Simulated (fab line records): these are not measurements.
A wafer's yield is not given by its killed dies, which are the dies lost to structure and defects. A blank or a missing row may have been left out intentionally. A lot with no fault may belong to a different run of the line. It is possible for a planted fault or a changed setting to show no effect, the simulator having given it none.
Shared-tool check -- flow sky130 -- 36 wafers sampled across 12 lots

## REASON IT WAS OPENED
At SKY_FIELD_ISO_THK_MEAS_23 the reading FIELD_ISO_OXIDATION_01_THK is flagged on 2 of 12 lots. Wafers without a fault read 9.92 nm, standard deviation 0.18.
Rule: a lot is flagged when every wafer of it that has a number lies more than 4 standard deviations from that mean, or none has a number. The rest of the lots are taken to be sound.

lot,measured,on,"FIELD_ISO_OXIDATION_01_THK (nm), wafer by wafer",flag
L817,day 2 08:26,film-metro-03,10.12 10.13 10.13,
L818,day 2 14:02,film-metro-04,9.88 9.96 9.85,
L820,day 2 21:23,film-metro-03,9.84 10.02 9.96,
L821,day 3 04:29,film-metro-01,9.81 9.64 9.82,
L822,day 3 09:25,film-metro-04,9.92 9.94 10.03,
L824,day 3 17:59,film-metro-01,10.26 10.26 10.21,
L825,day 4 00:49,film-metro-04,10.04 9.97 9.94,
L829,day 5 01:26,film-metro-03,9.79 9.65 9.66,
L831,day 5 08:10,film-metro-04,4.46 4.09 4.03,FLAGGED
L834,day 6 04:57,film-metro-04,4.22 4.31 4.03,FLAGGED
L836,day 6 11:32,film-metro-03,10.04 9.96 9.94,
L839,day 7 04:35,film-metro-03,9.98 9.87 9.83,
The numbers of the flagged lots are 4.19 nm on average: -5.73 nm against the usual, or -32 standard deviations.

## TOOL THAT RAN EACH LOT
Before the reading, the record contains 2 process steps out of a 708-step route. Cell contents, in order: the tool; ch with the chambers the sampled wafers went through; the start.
lot,flag,SKY_FIELD_ISO_ETCH_14,SKY_FIELD_ISO_OXIDATION_22
L817,,"rie-diel-03 ch 0,2,3, day 2 05:43","furnace-02 ch 0, day 2 07:15"
L818,,"rie-diel-02 ch 0,1,3, day 2 11:10","furnace-01 ch 0, day 2 12:50"
L820,,"rie-diel-01 ch 0,1,3, day 2 19:40","furnace-01 ch 0, day 2 20:12"
L821,,"rie-diel-02 ch 2,3, day 3 01:52","furnace-01 ch 0, day 3 03:19"
L822,,"rie-diel-02 ch 2,3, day 3 07:16","furnace-01 ch 0, day 3 08:14"
L824,,"rie-diel-03 ch 1,2,3, day 3 16:05","furnace-02 ch 0, day 3 16:48"
L825,,"rie-diel-02 ch 0,2,3, day 3 22:49","furnace-01 ch 0, day 3 23:38"
L829,,"rie-diel-02 ch 0,1,2, day 4 20:01","furnace-02 ch 0, day 5 00:16"
L831,FLAGGED,"rie-diel-03 ch 0,1,3, day 5 06:10","furnace-01 ch 0, day 5 07:00"
L834,FLAGGED,"rie-diel-02 ch 0,2,3, day 6 02:13","furnace-01 ch 0, day 6 03:46"
L836,,"rie-diel-01 ch 0,2, day 6 08:59","furnace-02 ch 0, day 6 10:22"
L839,,"rie-diel-02 ch 0,1,2, day 7 02:52","furnace-02 ch 0, day 7 03:25"
What these steps do:
- SKY_FIELD_ISO_ETCH_14: etches BARC in N2/H2, stops on SiO2, time 45.9 s, target depth 60 nm.
- SKY_FIELD_ISO_OXIDATION_22: stabilise 600 s, purge 300 s, target thk 10 nm.
- SKY_FIELD_ISO_THK_MEAS_23

## FLAGGED OVER TOTAL, TOOL BY TOOL (the gauges that took the reading come last)
step,tool,lots run,flagged,share of the flagged lots,sound lots run after its first flagged lot
SKY_FIELD_ISO_ETCH_14,rie-diel-01,2,0,none,-
SKY_FIELD_ISO_ETCH_14,rie-diel-02,7,1,some,1 (L839)
SKY_FIELD_ISO_ETCH_14,rie-diel-03,3,1,some,0
SKY_FIELD_ISO_OXIDATION_22,furnace-01,7,2,all,0
SKY_FIELD_ISO_OXIDATION_22,furnace-02,5,0,none,-
SKY_FIELD_ISO_THK_MEAS_23,film-metro-01,2,0,none,-
SKY_FIELD_ISO_THK_MEAS_23,film-metro-03,5,0,none,-
SKY_FIELD_ISO_THK_MEAS_23,film-metro-04,5,2,all,0

## WHAT THE TABLE PERMITS
Every flagged lot went through 2 rows of the table: furnace-01 at SKY_FIELD_ISO_OXIDATION_22 and film-metro-04 at SKY_FIELD_ISO_THK_MEAS_23.
- furnace-01 at SKY_FIELD_ISO_OXIDATION_22: 2 of its 7 lots flagged. It ran its last sound lot, L825, at day 3 23:38 and its first flagged lot, L831, at day 5 07:00: a fault with its onset between the two fits.
- film-metro-04 at SKY_FIELD_ISO_THK_MEAS_23: 2 of its 5 lots flagged. It ran its last sound lot, L825, at day 4 00:49 and its first flagged lot, L831, at day 5 08:10: a fault with its onset between the two fits.
These 2 tools cannot be told apart by counting lots, since each of them fits a fault that started at some hour. More lots, or a look at what each step does to the wafer, might.

## WHAT WAS PUT IN BY THE SIMULATOR
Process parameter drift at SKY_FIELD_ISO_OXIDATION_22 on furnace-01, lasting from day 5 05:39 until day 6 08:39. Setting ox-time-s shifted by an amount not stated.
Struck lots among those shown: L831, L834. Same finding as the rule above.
